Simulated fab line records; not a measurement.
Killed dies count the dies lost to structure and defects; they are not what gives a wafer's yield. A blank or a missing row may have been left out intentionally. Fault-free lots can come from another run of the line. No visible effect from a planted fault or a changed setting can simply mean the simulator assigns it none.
The tool behind it: which one? ; flow gf180mcu ; 13 lots with 39 wafers sampled at 5 steps, on a route of 602 steps

WHAT THE GAUGES READ, wafer by wafer
GF_V4_BOW_MEAS_05. Usual: V4_BOW 136 um, standard deviation 7.9.
lot;measured;on;V4_BOW (um);flag
L549;day 24 16:42;film-metro-01;140 138 146;
L551;day 24 21:15;film-metro-03;140 140 148;
L552;day 25 04:25;film-metro-02;132 126 134;
L560;day 27 18:45;film-metro-02;145 153 141;
L561;day 27 21:36;film-metro-02;138 127 139;
L562;day 28 14:11;film-metro-03;142 142 140;
L563;day 28 16:59;film-metro-02;141 139 133;
L564;day 29 07:08;film-metro-01;124 138 136;
L565;day 29 09:13;film-metro-02;134 144 120;
L566;day 29 11:20;film-metro-02;140 138 143;
L567;day 29 15:14;film-metro-03;147 151 152;
L568;day 30 04:36;film-metro-03;143 131 137;
L570;day 31 01:27;film-metro-01;134 127 129;

GF_PASSIVATION_THK_MEAS_03. Usual: PASSIVATION_CVD_02_THK 702 nm, standard deviation 9.7.
lot;measured;on;PASSIVATION_CVD_02_THK (nm);flag
L549;day 29 04:13;film-metro-02;702 711 720;
L551;day 29 10:01;film-metro-02;1194 702 1229;OFF
L552;day 29 16:46;film-metro-03;703 1222 704;OFF
L560;day 32 00:44;film-metro-03;700 705 711;
L561;day 32 01:59;film-metro-02;685 692 688;
L562;day 32 16:01;film-metro-03;690 703 715;
L563;day 32 17:32;film-metro-03;695 699 681;
L564;day 33 05:06;film-metro-01;709 708 713;
L565;day 33 06:45;film-metro-01;700 710 707;
L566;day 33 11:44;film-metro-03;693 689 714;
L567;day 33 14:10;film-metro-03;694 714 706;
L568;day 33 22:28;film-metro-02;708 692 714;
L570;day 34 16:59;film-metro-03;705 701 717;

EACH LOT AND THE TOOL THAT RAN IT (in order: tool; ch and the chambers of the sampled wafers; start)
lot;GF_V3_SPUTTER_21;GF_M4_SPUTTER_03;GF_PASSIVATION_CVD_02
L549;pvd-sputter-04, day 23 08:01;pvd-sputter-01, day 23 08:52;pecvd-03 ch 1,2, day 29 03:55
L551;pvd-sputter-04, day 23 22:10;pvd-sputter-02, day 23 23:02;pecvd-03 ch 0,1,2, day 29 09:43
L552;pvd-sputter-04, day 24 05:55;pvd-sputter-03, day 24 06:46;pecvd-03 ch 1,2, day 29 16:28
L560;pvd-sputter-03, day 26 20:01;pvd-sputter-03, day 26 20:52;pecvd-02 ch 1,2, day 32 00:18
L561;pvd-sputter-03, day 26 23:35;pvd-sputter-02, day 27 00:26;pecvd-02 ch 1,2, day 32 01:31
L562;pvd-sputter-03, day 27 15:24;pvd-sputter-01, day 27 16:15;pecvd-03 ch 1,2, day 32 15:42
L563;pvd-sputter-03, day 27 18:37;pvd-sputter-03, day 27 19:29;pecvd-03 ch 0,1,2, day 32 17:16
L564;pvd-sputter-03, day 28 09:41;pvd-sputter-02, day 28 10:32;pecvd-01 ch 1,2, day 33 04:47
L565;pvd-sputter-04, day 28 11:54;pvd-sputter-03, day 28 12:49;pecvd-03 ch 1,2, day 33 06:26
L566;pvd-sputter-03, day 28 14:10;pvd-sputter-03, day 28 15:02;pecvd-02 ch 0,1,2, day 33 11:26
L567;pvd-sputter-04, day 28 17:12;pvd-sputter-02, day 28 18:03;pecvd-02 ch 1,2, day 33 13:52
L568;pvd-sputter-02, day 29 07:37;pvd-sputter-03, day 29 08:29;pecvd-03 ch 0,1,2, day 33 22:11
L570;pvd-sputter-04, day 30 05:05;pvd-sputter-02, day 30 05:56;pecvd-02 ch 0,2, day 34 16:42
- GF_V3_SPUTTER_21: material Ti, target thk 15 nm, time 80.02 s.
- GF_M4_SPUTTER_03: material Ti, target thk 10 nm, time 6.7 s.
- GF_PASSIVATION_CVD_02: deposits Si3N4, target thk 700 nm, time 486.18 s.

AS READ BY THE TOOLS THEMSELVES (means over the sampled wafers that have a number; for cases with no such wafer, the mark the record gives instead)
GF_V3_SPUTTER_21. Usual: throttle-valve-pct 30.1 %, standard deviation 0.84.
lot;tool;throttle-valve-pct (%);flag
L549;pvd-sputter-04;30.8;
L551;pvd-sputter-04;30.5;
L552;pvd-sputter-04;31.3;
L560;pvd-sputter-03;29.8;
L561;pvd-sputter-03;29.8;
L562;pvd-sputter-03;29.3;
L563;pvd-sputter-03;29.8;
L564;pvd-sputter-03;29.7;
L565;pvd-sputter-04;31.0;
L566;pvd-sputter-03;29.4;
L567;pvd-sputter-04;30.9;
L568;pvd-sputter-02;30.0;
L570;pvd-sputter-04;30.3;

GF_M4_SPUTTER_03. Usual: throttle-valve-pct 29.7 %, standard deviation 0.63.
lot;tool;throttle-valve-pct (%);flag
L549;pvd-sputter-01;29.5;
L551;pvd-sputter-02;30.7;
L552;pvd-sputter-03;29.8;
L560;pvd-sputter-03;29.6;
L561;pvd-sputter-02;28.9;
L562;pvd-sputter-01;30.1;
L563;pvd-sputter-03;29.4;
L564;pvd-sputter-02;29.5;
L565;pvd-sputter-03;29.5;
L566;pvd-sputter-03;29.9;
L567;pvd-sputter-02;29.3;
L568;pvd-sputter-03;30.0;
L570;pvd-sputter-02;29.0;

GF_PASSIVATION_CVD_02. Usual: heater-power-w 737 W, standard deviation 110.
lot;tool;heater-power-w (W);flag
L549;pecvd-03;808;
L551;pecvd-03;711;
L552;pecvd-03;857;
L560;pecvd-02;755;
L561;pecvd-02;782;
L562;pecvd-03;750;
L563;pecvd-03;732;
L564;pecvd-01;550;
L565;pecvd-03;797;
L566;pecvd-02;774;
L567;pecvd-02;670;
L568;pecvd-03;750;
L570;pecvd-02;650;

THE ANSWER, worked out from the rows above alone
Rule: a lot counts as off when the mean over its wafers that have a number is more than 3 standard deviations away from the usual mean. A lot without any number at a reading at which 4 lots or more have one is off too. The other lots that the step has rows for count as sound. After the gauges, taken in route order, come the tools' own readings; for these a lot's mean is taken, as printed above. At the first step where some lot is off, the reading lying furthest off is the one used; lots without a number count as furthest.
Off: L551, L552, at GF_PASSIVATION_THK_MEAS_03 (PASSIVATION_CVD_02_THK).
If a tool, at a process step before that reading, ran all the lots that are off and no sound lot after the first of them, it fits. Those tools and the gauges at GF_PASSIVATION_THK_MEAS_03 are tried in the same way. Of those tried, none fits.

WHAT THE SIMULATOR PUT IN
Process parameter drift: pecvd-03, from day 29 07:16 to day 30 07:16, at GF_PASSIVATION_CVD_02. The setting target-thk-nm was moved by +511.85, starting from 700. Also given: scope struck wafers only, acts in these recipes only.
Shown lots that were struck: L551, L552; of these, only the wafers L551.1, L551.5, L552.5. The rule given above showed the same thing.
